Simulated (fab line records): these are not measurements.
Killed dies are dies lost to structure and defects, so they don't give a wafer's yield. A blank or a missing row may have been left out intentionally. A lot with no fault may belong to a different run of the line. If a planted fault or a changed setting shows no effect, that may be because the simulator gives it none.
One fault seen from 2 desks ; flow sky130 ; every desk sees just its own numbers, and what lay behind them comes last

== FOR THE TOOL OWNER'S DESK: rie-metal-04 ==
The tool's own readings at SKY_METAL1_ETCH_18 (etches BARC in N2/H2, stops on SiO2, time 45.9 s, target depth 60 nm): means of the sampled wafers that have a number, for each lot that ran on this tool. The brackets show how far a lot's mean lies from the usual mean; more than 4 standard deviations puts the lot out of limits, marked OUT.
Columns: A = bias-w at SKY_METAL1_ETCH_18, usual 100.00 W; B = chamber-pressure-mTorr at SKY_METAL1_ETCH_18, usual 30.002 mTorr; C = drypump-motor-current-A at SKY_METAL1_ETCH_18, usual 5.7 A; D = he-backside-leak-sccm at SKY_METAL1_ETCH_18, usual 3.4 sccm; E = oes-product-au at SKY_METAL1_ETCH_18, usual 0.855 a.u.; F = rf-fwd-power-W at SKY_METAL1_ETCH_18, usual 494.7 W; G = throttle-valve-pct at SKY_METAL1_ETCH_18, usual 13.224 %
lot;first seen here;A;B;C;D;E;F;G
L182;day 34 06:23;99.97;30.013;6.1;3.7;0.854;496.3;13.216
L188;day 35 23:34;100.11;30.021;5.9;3.5;0.852;467.1 (-15) OUT;13.228
L190;day 36 19:02;100.15;29.968;5.6;3.4;0.854;439.0 (-29) OUT;13.226
Finding of this desk: L188, L190 out of limits; the first was L188 at day 35 23:34, on rf-fwd-power-W at SKY_METAL1_ETCH_18. L182 stayed within limits.

== FROM THE METROLOGY DESK ==
Means of the sampled wafers that have a number, per lot and without regard to the tool the lot ran on: this is what the gauges read. The brackets show how far a lot's mean lies from the usual mean; more than 4 standard deviations puts the lot out of limits, marked OUT.
Columns: A = METAL1_ALCU_THK at SKY_METAL1_THK_MEAS_06, usual 251.4 nm; B = cd-nm at SKY_METAL1_CD_MEAS_15, usual 140.3 nm; C = METAL1_OVL at SKY_METAL1_OVL_MEAS_16, usual -1 nm
lot;first seen here;A;B;C
L182;day 33 02:31;252.2;141.5;0
L188;day 34 20:38;254.0;138.1;7
L190;day 35 16:15;248.5;138.0;6
L194;day 36 17:58;249.8;141.2;6
L197;day 37 09:49;250.6;140.1;2
L202;day 39 05:41;252.1;137.9;2
This desk's verdict: no lot among the 6 shows anything out of limits.

== BROUGHT TOGETHER ==
The tool owner's desk could have raised an alarm at day 35 23:34, on L188, L190.
At the metrology desk, nothing out of limits was observed.
The metrology desk holds a record of L188, L190, inside its limits.
On rie-metal-04, each named lot ran SKY_METAL1_ETCH_18.

== WHAT THE SIMULATOR HAD INSERTED ==
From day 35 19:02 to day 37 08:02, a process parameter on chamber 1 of rie-metal-04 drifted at SKY_METAL1_ETCH_18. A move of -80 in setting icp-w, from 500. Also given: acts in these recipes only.
Lots struck among those shown: L188, L190.
Hours from the fault's start to each desk's first reading out of limits: the tool owner's desk, 5.
